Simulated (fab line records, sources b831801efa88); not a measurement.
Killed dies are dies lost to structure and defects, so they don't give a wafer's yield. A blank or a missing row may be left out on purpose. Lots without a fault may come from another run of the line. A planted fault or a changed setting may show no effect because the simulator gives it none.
A struck lot beside a sound one | flow sky130 | 16 steps out of a route of 708
Sound: wafers L208.2, L208.3, L208.6. Struck: wafers L213.2, L213.3, L213.5. The cause comes at the end.
At each step with rows: each side's tool, then ch and its chambers, then its first start. Under that, the readings that differ: sound wafers | struck wafers | difference of the means | sigmas: that difference in standard deviations of wafers without a fault.
alike: readings whose means differ by less than 2 such deviations, and words and numbers that are the same on both sides. not compared: withheld readings, readings that some wafer has no value for, bounds like >300 that may hide the same value, and numbers for which the record gives no deviation and whose values overlap.
The two part at a step that has a row with sigmas, a row that says differs or no value, or rows on one side only. Numbers that don't overlap but have no deviation are shown without sigmas and don't part them. A reading that every wafer of one side lacks parts them only if that side has two wafers or more.

SKY_LDD_HVN_OVL_MEAS_07:
  sound on overlay-01, day 23 05:32; struck on overlay-01, day 24 16:48
  alike: LDD_HVN_OVL
then, 1 step without rows for these wafers: SKY_LDD_HVN_IMPLANT_08.
SKY_LDD_HVN_STRIP_09: strips in O2/N2.
  sound on plasma_asher-01 ch 0,1, day 23 05:43; struck on plasma_asher-01 ch 0,1, day 24 16:59
  alike: drypump_motor_current_A, oes_product_au, strip_time_to_endpoint_s
  not compared: rf_hours_counter_h
SKY_LDD_HVN_TW_MEAS_10:
  sound on film_metro-01, day 23 05:50; struck on film_metro-04, day 24 17:05
  reading    | sound          | struck         | difference | sigmas
  LDD_HVN_TW | 1417 1407 1409 | 1443 1423 1438 | +24        | +3
then, 7 steps without rows for these wafers: SKY_LDD_HVP_DEHYDRATE_00 (time 60 s); SKY_LDD_HVP_HMDS_01 (prime time 60 s); SKY_LDD_HVP_COAT_02 (resist thk 300 nm); SKY_LDD_HVP_SOFTBAKE_03 (time 60 s); SKY_LDD_HVP_EXPOSE_04 (exposes mask HVPTM, target cd 700 nm); SKY_LDD_HVP_PEB_05; SKY_LDD_HVP_DEVELOP_06 (develop time 60 s).
SKY_LDD_HVP_OVL_MEAS_07:
  sound on overlay-01, day 24 11:27; struck on overlay-02, day 25 21:53
  alike: LDD_HVP_OVL
SKY_LDD_HVP_IMPLANT_08:
  sound on implanter-04 ch 0, day 24 11:30; struck on implanter-01 ch 0, day 25 21:56
  reading                          | sound                            | struck                           | difference  | sigmas
  beam_on_s (s)                    | 9.76 9.84 9.85                   | 10.87 11.40 11.49                | +1.44       | +7
  dose_ions_cm2                    | 1.6983e+13 1.6997e+13 1.6992e+13 | 1.7037e+13 1.7033e+13 1.7018e+13 | +3.8667e+10 | +2
  end_station_pressure_torr (Torr) | 5.21e-06 4.92e-06 5.41e-06       | 7.723e-05 8.065e-05 7.511e-05    | +7.248e-05  | +99 or more
  faraday_current_uA               | 97.9 97.4 97.2                   | 85.5 82.1 81.8                   | -14.4       | -8
SKY_LDD_HVP_STRIP_09: strips in O2/N2.
  sound on plasma_asher-03 ch 0,1, day 24 11:38; struck on plasma_asher-03 ch 0,1, day 25 22:04
  reading                      | sound             | struck            | difference | sigmas
  strip_time_to_endpoint_s (s) | 4.101 4.112 4.112 | 4.158 4.149 4.144 | +0.042     | +3
  alike: drypump_motor_current_A, oes_product_au
  not compared: rf_hours_counter_h
SKY_LDD_HVP_TW_MEAS_10:
  sound on film_metro-03, day 24 11:44; struck on film_metro-02, day 25 22:23
  reading    | sound             | struck            | difference | sigmas
  LDD_HVP_TW | 457.4 459.4 457.5 | 467.6 465.0 466.7 | +8.3       | +3
  not compared: hold
-- the record jumps here: 23 days lie between the struck wafers' starts before and after (it left off in module LDD_HVP and takes up again in module PAD_OPEN, whose first step shown is number 708 of the route) --
SKY_PAD_OPEN_PROBE_99:
  sound on prober-02, day 47 17:28; struck on prober-02, day 48 16:40
  reading                        | sound          | struck         | difference | sigmas
  killed_at_other                | 0 0 0          | 1 2 1          | +1         | +2
  model.etest.tip_p_5v.rs_ohm_sq | 2863 2865 2850 | 2630 2617 2607 | -241       |
  alike: killed_at_M0_to_M3, killed_at_M4_up, killed_at_contacts, killed_at_front_end, killed_dies, killed_open, killed_short

WHERE THEY PART
First at SKY_LDD_HVN_TW_MEAS_10; last, within this record, at SKY_PAD_OPEN_PROBE_99.

WHY: what the simulator had put in
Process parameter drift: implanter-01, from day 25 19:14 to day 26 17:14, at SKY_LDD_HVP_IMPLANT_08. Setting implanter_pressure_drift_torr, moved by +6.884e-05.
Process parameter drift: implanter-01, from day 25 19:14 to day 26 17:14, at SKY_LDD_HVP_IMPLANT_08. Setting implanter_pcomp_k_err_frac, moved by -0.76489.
